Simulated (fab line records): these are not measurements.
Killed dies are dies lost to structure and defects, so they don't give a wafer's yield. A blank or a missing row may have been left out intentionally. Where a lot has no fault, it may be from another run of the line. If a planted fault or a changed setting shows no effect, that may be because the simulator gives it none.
One fault seen from 2 desks    flow gf180mcu    numbers are kept per desk, each desk with only its own; the story behind them comes last

FROM THE METROLOGY DESK
Lot by lot, what the gauges showed, no matter which tool ran the lot: averages of those sampled wafers that carry a number. A lot is out of limits, marked OUT, if its mean lies more than 4 standard deviations from the usual mean; the brackets give that distance.
Columns: A = VT_IMPLANT_03_OVL at GF_VT_IMPLANT_OVL_MEAS_40, usual 2.0 nm; B = MVSD_RS at GF_VT_IMPLANT_RS_MEAS_46, usual 456.6 ohm/sq
lot   first seen here  A     B
L803  day 7 13:05      2.4   454.8
L805  day 8 03:53      1.7   456.5
L806  day 8 05:59      3.4   457.8
L807  day 8 17:14      3.7   456.8
L808  day 8 21:23      -1.0  457.9
L812  day 10 02:56     2.4   455.8
L813  day 10 08:14     2.8   456.2
L816  day 11 05:11     2.1   454.7
L818  day 11 16:35     2.8   458.2
L820  day 12 11:49     1.0   456.2
L822  day 12 19:11     2.0   456.4
L824  day 13 10:20     2.3   456.4
L826  day 13 22:40     1.3   457.8
L825  day 13 23:23     0.3   456.4
This desk found nothing out of limits on any of the 14 lots.

FOR THE TOOL OWNER'S DESK: rieDiel-04
The tool's own readings at GF_POLY_GATE_ETCH_12 (etches BARC in N2/H2): means of the sampled wafers that have a number, for each lot that ran on this tool. A lot is out of limits, marked OUT, if its mean lies more than 4 standard deviations from the usual mean; the brackets give that distance.
Columns: A = drypumpMotorCurrentA at GF_POLY_GATE_ETCH_12, usual 5.7 A; B = oesProductAu at GF_POLY_GATE_ETCH_12, usual 0.736 a.u.; C = rfFwdPowerW at GF_POLY_GATE_ETCH_12, usual 495.6 W; D = throttleValvePct at GF_POLY_GATE_ETCH_12, usual 13.217 %
lot   first seen here  A    B      C                        D
L803  day 9 04:27      5.7  0.738  495.4                    13.219
L812  day 11 21:44     5.6  0.734  496.3                    13.234
L813  day 12 05:35     5.9  0.738  294.8 (-99 or more) OUT  13.212
L816  day 13 02:11     5.6  0.734  296.6 (-99 or more) OUT  13.220
L818  day 13 14:26     5.9  0.736  294.9 (-99 or more) OUT  13.216
L826  day 15 22:32     5.7  0.738  494.6                    13.214
L825  day 16 01:56     5.7  0.736  495.6                    13.220
This desk finds L813, L816, L818 out of limits, L813 being first, at day 12 05:35 (rfFwdPowerW at GF_POLY_GATE_ETCH_12). L803, L812, L826, L825: within limits.

TAKEN TOGETHER
The tool owner's desk could have raised an alarm at day 12 05:35, on L813, L816, L818.
Metrology desk: nothing out of limits seen.
The metrology desk holds a record of L813, L816, L818, inside its limits.
Every lot named ran GF_POLY_GATE_ETCH_12 on rieDiel-04.

WHAT THE SIMULATOR HAD PUT IN
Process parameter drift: rieDiel-04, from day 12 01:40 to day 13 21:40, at GF_POLY_GATE_ETCH_12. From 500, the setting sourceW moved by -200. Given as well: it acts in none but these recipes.
Lots struck among those shown: L813, L816, L818.
Time in hours from fault onset to the first out-of-limits reading at each desk: the tool owner's desk, 4.
